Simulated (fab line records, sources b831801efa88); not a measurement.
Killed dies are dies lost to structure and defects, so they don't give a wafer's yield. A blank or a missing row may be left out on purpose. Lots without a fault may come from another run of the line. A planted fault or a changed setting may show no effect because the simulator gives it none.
Problem report in the 8D (eight disciplines) form, filled by code | flow gf180mcu | the parts of the form that need people (team, actions taken, sign-off) are left out

1. THE PROBLEM
tube_center_temp_C at GF_DUAL_GATE_OXIDATION_02 reads a mean of 897 C on 6 wafers of 2 lots; wafers without a fault read 900 C with a standard deviation of 0.079. That is -43 standard deviations from the usual mean.
The step: stabilise 600 s, purge 300 s, target thk 10.887 nm.
First seen on wafer L340.2, day 9 11:04, on furnace-01. The record holds 39 wafers of 13 lots with a number at this step. Rule for "out", or "out of limits": more than 4 standard deviations from the usual mean. The other wafers with a number count as sound.

2. WHAT IT IS AND WHAT IT IS NOT
question                    | is                                         | is not
which readings at this step | tube_center_temp_C, tube_center_temp_C_max | -
which lots                  | L340, L342                                 | L335, L338, L339, L343, L345, L350, L352, L353, L354, L356, L357
which wafers of those lots  | all that have a number                     | -
read on which tools         | furnace-01                                 | furnace-02
when                        | from day 9 11:04                           | up to then (9 sound wafers); but 24 sound wafers of L343, L345, L350, L352, L353, L354, L356, L357 came after

3. SUSPECTS, AND WHAT RULES EACH OUT
Counting: a tool at a process step up to the reading stays a suspect if it ran every lot that is out and no sound lot after the first of them.
- furnace-01 at GF_DUAL_GATE_OXIDATION_02 (stabilise 600 s, purge 300 s, target thk 10.887 nm): ruled out as a lasting fault. Sound lots L352, L356, L357 ran on it after its first lot that is out, L340 (day 9 11:04).
Left after counting: nothing in the record.

4. THE CAUSE (what the simulator had put in)
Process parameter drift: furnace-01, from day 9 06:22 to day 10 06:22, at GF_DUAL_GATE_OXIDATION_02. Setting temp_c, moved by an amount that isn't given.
Counting ruled it out, wrongly.

5. THE CHAIN OF EFFECTS, in route order
Each row: a reading whose mean over the struck wafers that have a number lies more than 3 standard deviations from the usual. Only readings for which the record gives a usual standard deviation are gone through. hours: the time from each lot's start at the first step in this table that gives one to its start at this step, as a median over the lots. sigmas: the change in usual standard deviations.
hours | step                      | reading                | usual   | on struck wafers | change | sigmas
0     | GF_DUAL_GATE_OXIDATION_02 | spike_tc_bottom_C      | 919.2 C | 915.9            | -3.3   | -3.3
0     | GF_DUAL_GATE_OXIDATION_02 | spike_tc_lower_C       | 899.8 C | 896.0            | -3.8   | -3.9
0     | GF_DUAL_GATE_OXIDATION_02 | spike_tc_upper_C       | 901.0 C | 897.4            | -3.6   | -3.6
0     | GF_DUAL_GATE_OXIDATION_02 | tube_center_temp_C     | 900 C   | 897              | -3     | -43
0     | GF_DUAL_GATE_OXIDATION_02 | tube_center_temp_C_max | 902.3   | 898.8            | -3.5   | -9.1
The process steps in it:
- GF_DUAL_GATE_OXIDATION_02: stabilise 600 s, purge 300 s, target thk 10.887 nm.
Later measuring or inspecting steps at which every struck wafer that the step has a row for has a number for every such reading, and none has moved that far: GF_HV_LDD_TW_MEAS_38, GF_HV_LDD_CD_MEAS_46.

6. WHAT WOULD HAVE CAUGHT IT SOONER
In this record the first reading out of limits was taken at day 9 11:04, 5 hours after the fault began at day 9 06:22.
